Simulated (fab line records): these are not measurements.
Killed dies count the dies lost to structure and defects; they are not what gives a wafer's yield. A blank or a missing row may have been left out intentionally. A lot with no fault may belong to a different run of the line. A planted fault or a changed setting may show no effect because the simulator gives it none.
A struck lot beside a sound one + flow sky130 + 32 out of 708 route steps
Sound: wafers L762.2, L762.4, L762.5. Struck: wafer L758.5 (left out: L758.2, L758.4 of the same lot, which were not struck); the cause appears at the end.
Per side, at each step with rows, come the tool, then ch with its chambers, and then its first start. Under that, the readings that differ: sound wafers + struck wafers + difference of the means + sigmas: that difference in standard deviations of wafers without a fault.
alike: readings whose means differ by less than 2 such deviations, and words and numbers that are the same on both sides. not compared: withheld readings, readings that some wafer has no value for, bounds like >300 that may hide the same value, and numbers for which the record gives no deviation and whose values overlap.
The two part at a step that has a row with sigmas, a row that says differs or no value, or rows on one side only. When numbers do not overlap yet have no deviation, they are printed without sigmas and do not part them. A reading missing from all wafers of one side parts the sides only when that side holds two or more wafers.

first, 1 step without rows for these wafers: SKY_VIA1_ETCH_15 (etches SiO2 in C4F8/O2/Ar, stops on TiN, target depth 351 nm, time 55.82 s).
SKY_VIA1_STRIP_16: strips in O2/N2.
  sound on plasma asher-04 ch 0,1, day 39 08:47; struck on plasma asher-03 ch 1, day 38 08:37
  alike: drypump motor current A, oes product au, strip time to endpoint s
  not compared: rf hours counter h
then, 3 steps without rows for these wafers: SKY_VIA1_STRIP_17 (strips in post etch residue remover, time 1200 s); SKY_VIA1_CLEAN_18 (cleans in IPA, time 180 s); SKY_VIA1_CLEAN_19 (cleans in O3/DIW).
SKY_VIA1_SPUTTER_20: material TiN, target thk 20 nm, time 80 s.
  sound: pvd sputter-02 at day 39 09:22; struck: pvd sputter-03 at day 38 09:13
  alike: cathode dc power W, throttle valve pct
then, 1 step without rows for these wafers: SKY_VIA1_CVD_21 (deposits W, target thk 270 nm, time 80.902 s).
SKY_VIA1_RS_MEAS_22: the measuring method here is four-point-probe.
  sound: film metro-02 at day 39 09:32; struck: film metro-04 at day 38 09:24
  alike: VIA1_W_RS
SKY_VIA1_THK_MEAS_23: measures by xrf.
  sound: film metro-02 at day 39 09:39; struck: film metro-04 at day 38 09:31
  alike: VIA1_W_THK
then, 1 step without rows for these wafers: SKY_VIA1_CMP_24 (polishes, stops on SiO2, t overpolish 15 s, target thk 0 nm).
SKY_METAL2_SPUTTER_00: material Ti, target thk 15 nm, time 10 s.
  sound: pvd sputter-03 at day 39 10:00; struck: pvd sputter-02 at day 38 09:52
  alike: cathode dc power W, throttle valve pct
then, 1 step without rows for these wafers: SKY_METAL2_SPUTTER_01 (material TiN, target thk 20 nm, time 16.7 s).
SKY_METAL2_SPUTTER_02: material AlCu, target thk 250 nm, time 13.3 s.
  sound: pvd sputter-03 at day 39 10:03; struck: pvd sputter-02 at day 38 09:54
| reading                                     | sound           | struck | difference | sigmas |
|---------------------------------------------|-----------------|--------|------------|--------|
| model.AlCu_of_METAL2_SPUTTER_02.thk nm (nm) | 249.8 253.4 252 | 357.6  | +105.9     |        |
  alike: cathode dc power W, throttle valve pct
SKY_METAL2_SPUTTER_03: material Ti, target thk 5 nm, time 3.208 s.
  sound: pvd sputter-03 at day 39 10:04; struck: pvd sputter-02 at day 38 09:56
  alike: cathode dc power W, throttle valve pct
then, 1 step without rows for these wafers: SKY_METAL2_SPUTTER_04 (material TiN, target thk 70 nm, time 58.3 s).
SKY_METAL2_RS_MEAS_05: the measuring method here is four-point-probe.
  sound: film metro-01 at day 39 10:10; struck: film metro-03 at day 38 10:01
| reading                 | sound                | struck | difference | sigmas |
|-------------------------|----------------------|--------|------------|--------|
| METAL2_ALCU_RS (ohm/sq) | 0.1269 0.1252 0.1259 | 0.0879 | -0.0381    | -35    |
SKY_METAL2_THK_MEAS_06: measures by xrf.
  sound: film metro-01 at day 39 10:16; struck: film metro-03 at day 38 10:08
| reading              | sound             | struck | difference | sigmas |
|----------------------|-------------------|--------|------------|--------|
| METAL2_ALCU_THK (nm) | 251.2 255.6 251.1 | 360.1  | +107.5     | +43    |
then, 8 steps without rows for these wafers: SKY_METAL2_DEHYDRATE_07 (time 60 s); SKY_METAL2_HMDS_08 (prime time 60 s); SKY_METAL2_COAT_09 (resist thk 60 nm); SKY_METAL2_COAT_10 (resist thk 450 nm); SKY_METAL2_SOFTBAKE_11 (time 90 s); SKY_METAL2_EXPOSE_12 (exposes mask MM2, target cd 140 nm); SKY_METAL2_PEB_13; SKY_METAL2_DEVELOP_14 (develop time 60 s).
SKY_METAL2_CD_MEAS_15: target cd 140 nm.
  sound: cd sem-01 at day 40 10:43; struck: cd sem-02 at day 39 11:49
  alike: cd nm
SKY_METAL2_OVL_MEAS_16:
  sound: overlay-02 at day 40 10:49; struck: overlay-01 at day 39 11:55
  alike: METAL2_OVL
then, 2 steps without rows for these wafers: SKY_METAL2_DESCUM_17 (chemistry O2, time 8 s); SKY_METAL2_ETCH_18 (etches BARC in N2/H2, stops on SiO2, time 45.9 s, target depth 60 nm).
SKY_METAL2_METAL_ETCH_19: etches the open film in Cl2/BCl3, stops on SiO2, target depth 360 nm, time 78 s.
  sound on rie metal-01 ch 0, day 40 11:04; struck on rie metal-03 ch 0, day 39 12:02
| reading                     | sound             | struck | difference | sigmas |
|-----------------------------|-------------------|--------|------------|--------|
| drypump motor current A (A) | 5.18 5.18 5.17    | 5.65   | +0.47      | +2     |
| oes product au (a.u.)       | 0.848 0.857 0.868 | 0.949  | +0.091     | +15    |
  alike: throttle valve pct
  not compared: rf hours counter h
SKY_METAL2_STRIP_20: strips in O2/N2.
  sound on plasma asher-01 ch 0,1, day 40 11:13; struck on plasma asher-01 ch 1, day 39 12:08
  alike: drypump motor current A, oes product au, strip time to endpoint s
  not compared: rf hours counter h
-- the record jumps here: 10 days lie between the struck wafers' starts before and after (it left off in module METAL2 and takes up again in module PAD_OPEN, whose first step shown is number 708 of the route) --
SKY_PAD_OPEN_PROBE_99:
  sound: prober-02 at day 49 20:15; struck: prober-02 at day 49 05:03
| reading                      | sound                | struck | difference | sigmas |
|------------------------------|----------------------|--------|------------|--------|
| model.etest.met2.line ohm um | 0.9318 0.8937 0.8754 | 0.6373 | -0.2630    |        |
| model.etest.met2.rs ohm sq   | 0.1293 0.1276 0.127  | 0.0885 | -0.0395    |        |

WHERE THEY PART
Earliest at SKY_METAL2_RS_MEAS_05; latest, in this record, at SKY_METAL2_METAL_ETCH_19. Later steps at which nothing parts them and some readings are alike: SKY_METAL2_STRIP_20.

WHY: what the simulator had put in
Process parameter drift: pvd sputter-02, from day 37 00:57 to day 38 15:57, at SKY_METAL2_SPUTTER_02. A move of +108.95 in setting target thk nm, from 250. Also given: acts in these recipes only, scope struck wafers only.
